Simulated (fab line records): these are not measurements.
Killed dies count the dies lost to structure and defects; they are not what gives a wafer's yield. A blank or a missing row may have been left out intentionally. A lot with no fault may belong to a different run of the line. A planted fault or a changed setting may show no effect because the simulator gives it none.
A lot that was struck, set against a sound lot + flow sky130 + 38 out of 708 route steps
Sound: wafers L995.1, L995.2, L995.6. Wafers struck: L104.2, L104.6. The cause comes at the end.
Order at every step that has rows: each side's tool, ch and its chambers, its first start. Under that, the readings that differ: sound wafers + struck wafers + difference of the means + sigmas: that difference in standard deviations of wafers without a fault.
alike: words and numbers the same on both sides, and readings whose means are apart by under 2 such deviations; not compared: readings that were withheld, readings missing a value for some wafer, numbers with overlapping values and no deviation given by the record, and bounds like >300 which may hide the same value.
A row with sigmas, a row that says differs or no value, or rows on one side alone: a step with any of these is where the two part. When numbers do not overlap yet have no deviation, they are printed without sigmas and do not part them. A reading that every wafer of one side lacks parts them only if that side has two wafers or more.

first, 9 steps without rows for these wafers: SKY_VIA2_SPUTTER_20 (material TiN, target thk 20 nm, time 80 s); SKY_VIA2_CVD_21 (deposits W, target thk 420 nm, time 126.4 s); SKY_VIA2_CMP_24 (polishes, stops on SiO2, t overpolish 20 s, target thk 0 nm); SKY_METAL3_SPUTTER_00 (material Ti, target thk 15 nm, time 10 s); SKY_METAL3_SPUTTER_01 (material TiN, target thk 20 nm, time 16.7 s); SKY_METAL3_SPUTTER_02 (material AlCu, target thk 735 nm, time 39.1 s); SKY_METAL3_SPUTTER_03 (material Ti, target thk 5 nm, time 3.3 s); SKY_METAL3_SPUTTER_04 (material TiN, target thk 70 nm, time 58.3 s); SKY_CAPM_CVD_00 (deposits SiO2, target thk 15.5 nm).
SKY_CAPM_SPUTTER_02: material TiN, target thk 200 nm, time 166.7 s.
  struck on pvd sputter-03, day 39 21:29; sound on pvd sputter-03, day 38 07:05
| reading                                  | sound             | struck      | difference | sigmas |
|------------------------------------------|-------------------|-------------|------------|--------|
| model.TiN_of_CAPM_SPUTTER_02.thk nm (nm) | 196.1 199.8 198.6 | 175.6 176.2 | -22.3      |        |
  alike: throttle valve pct
SKY_CAPM_RS_MEAS_03: the measuring method here is four-point-probe.
  struck on film metro-02, day 39 21:37; sound on film metro-03, day 38 07:12
| reading              | sound          | struck    | difference | sigmas |
|----------------------|----------------|-----------|------------|--------|
| CAPM_TIN_RS (ohm/sq) | 7.05 6.93 6.96 | 7.88 7.86 | +0.89      | +9     |
SKY_CAPM_THK_MEAS_04: measures by xrf.
  struck on film metro-02, day 39 21:44; sound on film metro-03, day 38 07:19
| reading           | sound             | struck      | difference | sigmas |
|-------------------|-------------------|-------------|------------|--------|
| CAPM_TIN_THK (nm) | 199.4 202.9 202.1 | 177.4 178.2 | -23.7      | -8     |
then, 7 steps without rows for these wafers: SKY_CAPM_DEHYDRATE_05 (time 60 s); SKY_CAPM_HMDS_06 (prime time 60 s); SKY_CAPM_COAT_07 (resist thk 1140 nm); SKY_CAPM_SOFTBAKE_08 (time 60 s); SKY_CAPM_EXPOSE_09 (exposes mask CAPM, target cd 1000 nm); SKY_CAPM_PEB_10; SKY_CAPM_DEVELOP_11 (develop time 60 s).
SKY_CAPM_METAL_ETCH_13: etches TiN in Cl2/BCl3, stops on SiO2, target depth 220 nm, time 62.9 s.
  sound on rie metal-01 ch 0,1, day 39 08:05; struck on rie metal-04 ch 0,1, day 40 19:24
| reading                | sound                | struck        | difference | sigmas |
|------------------------|----------------------|---------------|------------|--------|
| oes product au (a.u.)  | 0.929 0.931 0.936    | 0.874 0.871   | -0.059     | -6     |
| throttle valve pct (%) | 21.904 21.903 21.900 | 21.936 21.933 | +0.032     | +3     |
  alike: bcl3 flow sccm, drypump motor current A, mfc cl2 sccm
  not compared: rf hours counter h
then, 16 steps without rows for these wafers: SKY_CAPM_STRIP_14 (strips in O2/N2); SKY_CAPM_STRIP_15 (strips in post etch residue remover, time 1200 s); SKY_CAPM_CLEAN_16 (cleans in IPA, time 180 s); SKY_CAPM_CLEAN_17 (cleans in O3/DIW); SKY_METAL3_DEHYDRATE_05 (time 60 s); SKY_METAL3_HMDS_06 (prime time 60 s); SKY_METAL3_COAT_07 (resist thk 60 nm); SKY_METAL3_COAT_08 (resist thk 1140 nm); SKY_METAL3_SOFTBAKE_09 (time 90 s); SKY_METAL3_EXPOSE_10 (exposes mask MM3, target cd 300 nm); SKY_METAL3_PEB_11; SKY_METAL3_DEVELOP_12 (develop time 60 s); SKY_METAL3_DESCUM_15 (chemistry O2, time 8 s); SKY_METAL3_ETCH_16 (etches BARC in N2/H2, stops on SiO2, time 88.2 s, target depth 60 nm); SKY_METAL3_ETCH_17 (etches SiO2 in C4F8/O2/Ar, stops on TiN, time 3.9 s, target depth 15 nm); SKY_METAL3_METAL_ETCH_18 (etches the open film in Cl2/BCl3, stops on SiO2, target depth 845 nm, time 183.1 s).
SKY_METAL3_STRIP_20: strips in post etch residue remover, time 1200 s.
  sound on wet bench-03 ch 3, day 40 08:57; struck on wet bench-01 ch 1, day 41 20:06
| reading                                  | sound           | struck      | difference | sigmas |
|------------------------------------------|-----------------|-------------|------------|--------|
| model.TiN_of_CAPM_SPUTTER_02.thk nm (nm) | 195.3 199 197.7 | 174.8 175.4 | -22.2      |        |
-- the record jumps here: 7 days lie between the struck wafers' starts before and after (it left off in module METAL3 and takes up again in module PAD_OPEN, whose first step shown is number 708 of the route) --
SKY_PAD_OPEN_PROBE_99:
  struck on prober-02, day 48 10:54; sound on prober-02, day 47 08:51
| reading                              | sound                | struck        | difference | sigmas |
|--------------------------------------|----------------------|---------------|------------|--------|
| model.etest.cap mim.plate ohm sq     | 6.092 5.996 6.058    | 6.836 6.795   | +0.767     |        |
| model.etest.cap mim.leak log10 a cm2 | -9.089 -8.792 -8.857 | -8.593 -8.777 | +0.228     |        |
  alike: defect limited yield, killed_at_M0_to_M3, killed_at_M4_up, killed at contacts, killed at front end, killed dies, killed open, killed short, sort_bin_3_pad_short, sort_bin_5_function, sort_bin_6_memory, sort n pass, sort yield pct
  not compared: model.etest.cap mim.bv v

WHERE THEY PART
First at SKY_CAPM_RS_MEAS_03; last, within this record, at SKY_CAPM_METAL_ETCH_13. Later steps at which nothing parts them and some readings are alike: SKY_PAD_OPEN_PROBE_99.

WHY: the cause the simulator had injected
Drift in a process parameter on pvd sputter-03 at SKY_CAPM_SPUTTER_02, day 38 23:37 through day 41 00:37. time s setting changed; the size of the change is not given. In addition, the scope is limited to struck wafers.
